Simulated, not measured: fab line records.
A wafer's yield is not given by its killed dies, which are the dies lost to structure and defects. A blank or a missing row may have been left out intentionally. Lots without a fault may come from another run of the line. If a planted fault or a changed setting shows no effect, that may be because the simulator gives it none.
Comparing a struck lot with a sound one || flow sky130 || 15 steps out of a route of 708
Sound: these wafers, L767.3, L767.4, L767.6. The struck wafers were L774.2, L774.3, L774.6. The cause comes at the end.
Each step with rows lists, per side, the tool, then ch with its chambers, then its first start. Under that, the readings that differ: sound wafers || struck wafers || difference of the means || sigmas: that difference in standard deviations of wafers without a fault.
alike: words and numbers the same on both sides, and readings whose means are apart by under 2 such deviations; not compared: readings that were withheld, readings missing a value for some wafer, numbers with overlapping values and no deviation given by the record, and bounds like >300 which may hide the same value.
The two part at a step that has a row with sigmas, a row that says differs or no value, or rows on one side only. When numbers do not overlap yet have no deviation, they are printed without sigmas and do not part them. A reading that every wafer of one side lacks parts them only if that side has two wafers or more.

SKY_METAL1_SPUTTER_02: material AlCu, target thk 250 nm, time 13.3 s.
  struck on pvd sputter-04, day 36 08:30; sound on pvd sputter-04, day 34 07:16
  alike: cathode dc power W, throttle valve pct
SKY_METAL1_SPUTTER_03: material Ti, target thk 5 nm, time 3.3 s.
  struck on pvd sputter-04, day 36 08:31; sound on pvd sputter-04, day 34 07:17
  alike: cathode dc power W, throttle valve pct
SKY_METAL1_SPUTTER_04: material TiN, target thk 70 nm, time 58.3 s.
  struck on pvd sputter-04, day 36 08:32; sound on pvd sputter-04, day 34 07:19
  alike: cathode dc power W, throttle valve pct
SKY_METAL1_RS_MEAS_05: measures by four-point-probe.
  struck on film metro-03, day 36 08:37; sound on film metro-01, day 34 07:24
  alike: METAL1_ALCU_RS
SKY_METAL1_THK_MEAS_06: measures by xrf.
  struck on film metro-03, day 36 08:43; sound on film metro-01, day 34 07:30
  alike: METAL1_ALCU_THK
then, 7 steps without rows for these wafers: SKY_METAL1_DEHYDRATE_07 (time 60 s); SKY_METAL1_HMDS_08 (prime time 60 s); SKY_METAL1_COAT_09 (resist thk 60 nm); SKY_METAL1_COAT_10 (resist thk 450 nm); SKY_METAL1_SOFTBAKE_11 (time 90 s); SKY_METAL1_EXPOSE_12 (exposes mask MM1, target cd 140 nm); SKY_METAL1_PEB_13.
SKY_METAL1_DEVELOP_14: develop time 60 s.
  sound on litho track-03 ch 0, day 35 09:00; struck on litho track-03 ch 0, day 37 10:00
{"reading": "developer temp C (C)", "sound": "20.87 20.87 20.76", "struck": "21.61 21.46 21.61", "difference": "+0.73", "sigmas": "+7"}
SKY_METAL1_CD_MEAS_15: target cd 140 nm.
  struck on cd sem-01, day 37 10:40; sound on cd sem-01, day 35 09:20
  alike: cd nm
-- the record jumps here: 12 days lie between the struck wafers' starts before and after (it left off in module METAL1 and takes up again in module PAD_OPEN, whose first step shown is number 708 of the route) --
SKY_PAD_OPEN_PROBE_99:
  struck on prober-01, day 49 06:22; sound on prober-01, day 47 19:49
  alike: defect limited yield, killed_at_M0_to_M3, killed_at_M4_up, killed at contacts, killed at front end, killed at other, killed dies, killed open, killed short, sort_bin_3_pad_short, sort_bin_5_function, sort_bin_6_memory, sort n pass, sort yield pct

WHERE THEY PART
At SKY_METAL1_DEVELOP_14 and nowhere else, as far as this record goes. Later steps at which nothing parts them and some readings are alike: SKY_METAL1_CD_MEAS_15, SKY_PAD_OPEN_PROBE_99.

WHY: what the simulator had put in
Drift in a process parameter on litho track-03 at SKY_METAL1_DEVELOP_14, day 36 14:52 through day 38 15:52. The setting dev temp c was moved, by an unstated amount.
